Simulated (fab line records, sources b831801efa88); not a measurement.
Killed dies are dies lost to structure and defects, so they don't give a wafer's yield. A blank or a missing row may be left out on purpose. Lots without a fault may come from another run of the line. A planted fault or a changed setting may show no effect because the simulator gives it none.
Split-lot experiment | flow gf180mcu | 5 lots, 23 wafers read, on a route of 602 steps

THE SPLIT
At GF_TOP_METAL_SPUTTER_02 (material AlCu, target thk 900 nm, time 47.82 s), the setting time_s was moved away from the recipe's 47.82 s on 11 of the 23 wafers read, by -5.0% to +11.5%. The other wafers ran this setting at the recipe's value.

FROM THE SPLIT TO THE READING: what the file shows between them, 3 steps
- GF_TOP_METAL_SPUTTER_03: material Ti, target thk 5 nm, time 3.3 s
- GF_TOP_METAL_SPUTTER_04: material TiN, target thk 25 nm, time 20.8 s
- GF_TOP_METAL_RS_MEAS_05: measures by four-point-probe

THE READING
TOP_METAL_ALCU_THK, in nm, at GF_TOP_METAL_THK_MEAS_06 (measures by xrf). Fault-free wafers of this fab line usually give 880 nm, standard deviation 8.3 nm.

wafer  | tool, chamber at the split | time_s as run, s | against the recipe | TOP_METAL_ALCU_THK, nm | against lot-mates on the recipe
L074.1 | pvd_sputter-04, -          | 52.33            | +9.4%              | 972                    | +83
L074.2 | pvd_sputter-04, -          | 47.82            | recipe             | 888                    | -
L074.3 | pvd_sputter-04, -          | 47.82            | recipe             | 881                    | -
L074.4 | pvd_sputter-04, -          | 47.82            | recipe             | 897                    | -
L074.6 | pvd_sputter-04, -          | 52.33            | +9.4%              | 975                    | +86
L076.1 | pvd_sputter-04, -          | 47.82            | recipe             | 883                    | -
L076.2 | pvd_sputter-04, -          | 53.31            | +11.5%             | 972                    | +92
L076.4 | pvd_sputter-04, -          | 53.31            | +11.5%             | 982                    | +102
L076.5 | pvd_sputter-04, -          | 47.82            | recipe             | 877                    | -
L076.6 | pvd_sputter-04, -          | 53.31            | +11.5%             | 982                    | +102
L077.1 | pvd_sputter-01, -          | 47.82            | recipe             | 879                    | -
L077.5 | pvd_sputter-01, -          | 47.82            | recipe             | 878                    | -
L077.6 | pvd_sputter-01, -          | 47.82            | recipe             | 878                    | -
L078.1 | pvd_sputter-01, -          | 45.42            | -5.0%              | 847                    | -38
L078.2 | pvd_sputter-01, -          | 45.42            | -5.0%              | 835                    | -50
L078.4 | pvd_sputter-01, -          | 47.82            | recipe             | 883                    | -
L078.5 | pvd_sputter-01, -          | 47.82            | recipe             | 888                    | -
L078.6 | pvd_sputter-01, -          | 45.42            | -5.0%              | 840                    | -46
L080.2 | pvd_sputter-04, -          | 47.82            | recipe             | 887                    | -
L080.3 | pvd_sputter-04, -          | 47.82            | recipe             | 884                    | -
L080.4 | pvd_sputter-04, -          | 45.53            | -4.8%              | 842                    | -44
L080.5 | pvd_sputter-04, -          | 45.53            | -4.8%              | 850                    | -36
L080.6 | pvd_sputter-04, -          | 45.53            | -4.8%              | 855                    | -30

THE FIT
A straight line over all 23 wafers: TOP_METAL_ALCU_THK changes by +8.48 nm for each +1% of time_s; r = +0.99; the points scatter about the line by 6.5 nm.
The same after taking each lot's own level away (the mean of its wafers on the recipe; 23 wafers): +8.61 nm for each +1%; r = +1.00; scatter 4.8 nm.
On that fit, the largest move of time_s shifts the reading by 99 nm.
The lots' own levels span 878.3 to 888.7 nm, that is 1.2 times the standard deviation above.
So the lot-to-lot level changes the slope little: the two slopes agree.
Check: with one of the wafers moved furthest among these (+11.5%) left out of the fit, the line predicts +101 nm for it against its lot-mates. It came out at +92 nm against them.

OTHER SPLITS ON THESE WAFERS
These wafers also went through other splits before the reading. Each is held against what the fit with the lots' levels taken away leaves over:
other split on the same wafers  | wafers away from the commonest value | r with TOP_METAL_ALCU_THK (lot level and that fit taken away)
GF_MIM_DEVELOP_18 dev_temp_c    | 8                                    | -0.11
GF_M5_EXPOSE_04 dose_mj         | 7                                    | -0.15
GF_V5_CMP_04 leave_above_ref_nm | 9                                    | +0.26
GF_V5_EXPOSE_11 dose_mj         | 8                                    | +0.45
GF_V5_DEVELOP_13 dev_temp_c     | 11                                   | -0.12
GF_TOP_METAL_SPUTTER_01 time_s  | 10                                   | -0.28

THE WHOLE CHAIN: every reading that the file lists as answering this split, in the file's order
step                     | what it does                                   | reading                                                                              | change (the file's fit)               | r (the file's)
GF_TOP_METAL_SPUTTER_02  | material AlCu, target thk 900 nm, time 47.82 s | AlCu_of_TOP_METAL_SPUTTER_02.thk_nm (the simulator's own value, which no gauge read) | +9.01 nm for each +1% of the setting  | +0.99
GF_TOP_METAL_RS_MEAS_05  | measures by four-point-probe                   | TOP_METAL_ALCU_RS                                                                    | -0.000313 for each +1% of the setting | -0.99
GF_TOP_METAL_THK_MEAS_06 | measures by xrf                                | TOP_METAL_ALCU_THK                                                                   | +8.68 for each +1% of the setting     | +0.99

THE FILE'S OWN FIT
TOP_METAL_ALCU_THK changes by +8.68 nm for each +1% of time_s, r = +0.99.
